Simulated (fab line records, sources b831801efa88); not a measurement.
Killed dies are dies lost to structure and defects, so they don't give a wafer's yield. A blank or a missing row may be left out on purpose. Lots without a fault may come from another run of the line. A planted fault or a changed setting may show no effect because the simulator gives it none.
Which tool did it? | flow sky130 | 13 lots, 39 wafers sampled, at 7 steps of a route of 708

WHAT THE GAUGES READ, wafer by wafer
SKY_VT_ADJUST_HVTR_TW_MEAS_11. Usual: VT_ADJUST_HVTR_TW 211.9, standard deviation 1.1.
lot  | measured     | on            | VT_ADJUST_HVTR_TW | flag
L215 | day 9 13:24  | film_metro-03 | 209.5 210.2 210.4 |
L216 | day 10 00:46 | film_metro-02 | 212.6 212.8 212.3 |
L217 | day 10 08:54 | film_metro-02 | 212.5 213.2 212.6 |
L219 | day 11 04:03 | film_metro-01 | 213.6 212.4 212.4 |
L221 | day 11 17:35 | film_metro-03 | 210.7 210.7 212.7 |
L223 | day 12 03:32 | film_metro-01 | 212.1 213.0 212.6 |
L230 | day 14 09:09 | film_metro-03 | 213.8 213.9 213.9 |
L231 | day 14 14:47 | film_metro-03 | 213.2 214.2 213.5 |
L233 | day 15 08:40 | film_metro-02 | 211.9 210.5 211.3 |
L234 | day 15 14:38 | film_metro-02 | 212.0 212.6 210.3 |
L235 | day 16 02:03 | film_metro-02 | 211.4 211.1 212.1 |
L236 | day 16 08:10 | film_metro-03 | 212.8 212.6 211.6 |
L237 | day 16 15:04 | film_metro-01 | 210.4 212.5 211.7 |

SKY_RES_PROTECT_TW_MEAS_08. Usual: POLY_GATE_TW 4043, standard deviation 24.
lot  | measured     | on            | POLY_GATE_TW   | flag
L215 | day 15 07:26 | film_metro-03 | 4031 4049 4028 |
L216 | day 15 17:51 | film_metro-04 | 3986 4003 3984 |
L217 | day 16 01:58 | film_metro-01 | 4055 4028 4036 |
L219 | day 17 03:38 | film_metro-01 | 4064 4040 4052 |
L221 | day 17 20:07 | film_metro-04 | 4043 4044 4040 |
L223 | day 18 06:59 | film_metro-03 | 4038 4040 4017 |
L230 | day 20 22:04 | film_metro-04 | 4018 3995 4032 |
L231 | day 21 04:25 | film_metro-03 | 4069 4094 4084 |
L233 | day 22 05:05 | film_metro-03 | 4072 4080 4095 |
L234 | day 22 11:08 | film_metro-03 | 4065 4052 4066 |
L235 | day 22 21:52 | film_metro-01 | 4026 4033 4027 |
L236 | day 23 03:20 | film_metro-03 | 4019 4026 4026 |
L237 | day 23 12:47 | film_metro-01 | 4073 4086 4084 |

SKY_LDD_HVN_OVL_MEAS_07. Usual: LDD_HVN_OVL 0.3 nm, standard deviation 1.3.
lot  | measured     | on         | LDD_HVN_OVL (nm) | flag
L215 | day 20 13:47 | overlay-01 | 1.9 2.4 1.4      |
L216 | day 21 00:27 | overlay-01 | 0.2 1.6 0.8      |
L217 | day 21 11:05 | overlay-01 | 0.7 0.1 0.0      |
L219 | day 22 13:37 | overlay-01 | -0.4 0.8 1.2     |
L221 | day 23 05:43 | overlay-01 | 1.2 0.7 1.5      |
L223 | day 23 20:00 | overlay-01 | - - -            | OFF
L230 | day 26 04:11 | overlay-01 | -0.6 1.9 -0.4    |
L231 | day 26 08:56 | overlay-01 | -0.5 0.0 1.3     |
L233 | day 27 07:01 | overlay-02 | 1.3 2.0 1.3      |
L234 | day 27 12:22 | overlay-01 | -1.1 0.8 -1.1    |
L235 | day 28 00:04 | overlay-02 | -0.8 -2.8 1.4    |
L236 | day 28 06:53 | overlay-01 | -0.1 2.2 1.0     |
L237 | day 28 14:47 | overlay-01 | -0.9 1.0 -1.5    |

SKY_LDD_HVN_TW_MEAS_10. Usual: LDD_HVN_TW 1444, standard deviation 6.6.
lot  | measured     | on            | LDD_HVN_TW     | flag
L215 | day 20 14:05 | film_metro-01 | 1454 1451 1445 |
L216 | day 21 00:44 | film_metro-04 | 1437 1441 1430 |
L217 | day 21 11:23 | film_metro-04 | 1444 1450 1452 |
L219 | day 22 13:55 | film_metro-01 | 1437 1442 1440 |
L221 | day 23 06:01 | film_metro-01 | 1463 1454 1447 |
L223 | day 23 20:17 | film_metro-01 | 31 30 31       | OFF
L230 | day 26 04:29 | film_metro-02 | 1443 1449 1440 |
L231 | day 26 09:14 | film_metro-04 | 1444 1452 1437 |
L233 | day 27 07:19 | film_metro-02 | 1442 1457 1446 |
L234 | day 27 12:41 | film_metro-04 | 1443 1447 1442 |
L235 | day 28 00:22 | film_metro-01 | 1450 1444 1459 |
L236 | day 28 07:11 | film_metro-02 | 1448 1442 1437 |
L237 | day 28 15:04 | film_metro-02 | 1437 1452 1445 |

SKY_LDD_HVP_TW_MEAS_10. Usual: LDD_HVP_TW 458.4, standard deviation 2.
lot  | measured     | on            | LDD_HVP_TW           | flag
L215 | day 21 20:35 | film_metro-01 | 456.9 457.3 456.4    |
L216 | day 22 07:42 | film_metro-04 | 455.9 456.0 457.0    |
L217 | day 22 17:26 | film_metro-01 | 457.3 456.9 456.6    |
L219 | day 23 19:37 | film_metro-03 | 458.9 458.0 454.2    |
L221 | day 24 12:26 | film_metro-01 | 461.7 461.6 460.0    |
L223 | day 25 01:50 | film_metro-03 | 1450.6 1449.5 1458.6 | OFF
L230 | day 27 09:25 | film_metro-03 | 458.5 459.4 460.0    |
L231 | day 27 14:29 | film_metro-03 | 459.8 459.3 459.7    |
L233 | day 28 11:59 | film_metro-03 | 457.2 456.8 458.4    |
L234 | day 28 16:59 | film_metro-04 | 459.7 458.9 460.5    |
L235 | day 29 04:26 | film_metro-04 | 456.5 458.1 457.2    |
L236 | day 29 11:23 | film_metro-01 | 461.3 459.4 460.4    |
L237 | day 29 20:02 | film_metro-01 | 461.5 460.5 460.9    |

SKY_POLY_CUT_OVL_MEAS_09. Usual: POLY_CUT_OVL 0 nm, standard deviation 7.2.
lot  | measured     | on         | POLY_CUT_OVL (nm) | flag
L215 | day 24 09:38 | overlay-01 | 6 8 3             |
L216 | day 24 21:41 | overlay-02 | 2 -6 -2           |
L217 | day 25 08:05 | overlay-01 | -1 0 -7           |
L219 | day 26 09:52 | overlay-01 | 9 9 11            |
L221 | day 27 01:20 | overlay-02 | -2 -5 -1          |
L223 | day 27 14:02 | overlay-01 | -2 -7 -2          |
L230 | day 29 20:17 | overlay-02 | 4 9 5             |
L231 | day 30 05:13 | overlay-02 | -11 0 -6          |
L233 | day 30 22:35 | overlay-02 | 9 -3 6            |
L234 | day 31 04:31 | overlay-02 | 12 17 14          |
L235 | day 31 14:34 | overlay-02 | -13 -6 -13        |
L236 | day 31 21:44 | overlay-01 | 3 -9 4            |
L237 | day 32 05:24 | overlay-01 | -18 -12 -14       |

WHICH TOOL RAN EACH LOT (tool, then ch and the chambers of the sampled wafers, then the start)
lot  | SKY_LDD_HVN_EXPOSE_04
L215 | iline_stepper-02 ch 0, day 19 22:44
L216 | iline_stepper-02 ch 0, day 20 09:17
L217 | iline_stepper-02 ch 0, day 20 19:11
L219 | iline_stepper-02 ch 0, day 21 22:20
L221 | iline_stepper-01 ch 0, day 22 15:43
L223 | iline_stepper-01 ch 0, day 23 05:08
L230 | iline_stepper-01 ch 0, day 25 14:13
L231 | iline_stepper-01 ch 0, day 25 18:53
L233 | iline_stepper-02 ch 0, day 26 16:59
L234 | iline_stepper-01 ch 0, day 26 21:58
L235 | iline_stepper-02 ch 0, day 27 09:34
L236 | iline_stepper-01 ch 0, day 27 16:55
L237 | iline_stepper-01 ch 0, day 28 01:19
- SKY_LDD_HVN_EXPOSE_04: exposes mask HVNTM, target cd 700 nm.

WHAT THE TOOLS THEMSELVES READ (means of the sampled wafers that have a number; where no wafer has one, the mark that the record gives instead)
The record holds no such reading with a usual standard deviation.

THE ANSWER, worked out from the rows above alone
Rule: a lot is off if the mean of its wafers that have a number lies more than 3 standard deviations from the usual mean. A lot without any number at a reading at which 4 lots or more have one is off too. The other lots that the step has rows for count as sound. The gauges are gone through in route order, then the tools' own readings, and for those a lot's mean is taken as printed above. The first step at which some lot is off is used, and at that step the reading that is off furthest; a lot without a number counts as furthest.
Off: L223, at SKY_LDD_HVN_OVL_MEAS_07 (LDD_HVN_OVL). Without a number there: L223.
A tool fits if, at a process step before that reading, it ran every lot that is off, and no sound lot after the first of them. The gauges at SKY_LDD_HVN_OVL_MEAS_07 aren't tried: what is off there is off at SKY_LDD_HVN_TW_MEAS_10 too, on other tools, and a gauge's error can't cause that. None of those tried fits.

WHAT THE SIMULATOR HAD PUT IN
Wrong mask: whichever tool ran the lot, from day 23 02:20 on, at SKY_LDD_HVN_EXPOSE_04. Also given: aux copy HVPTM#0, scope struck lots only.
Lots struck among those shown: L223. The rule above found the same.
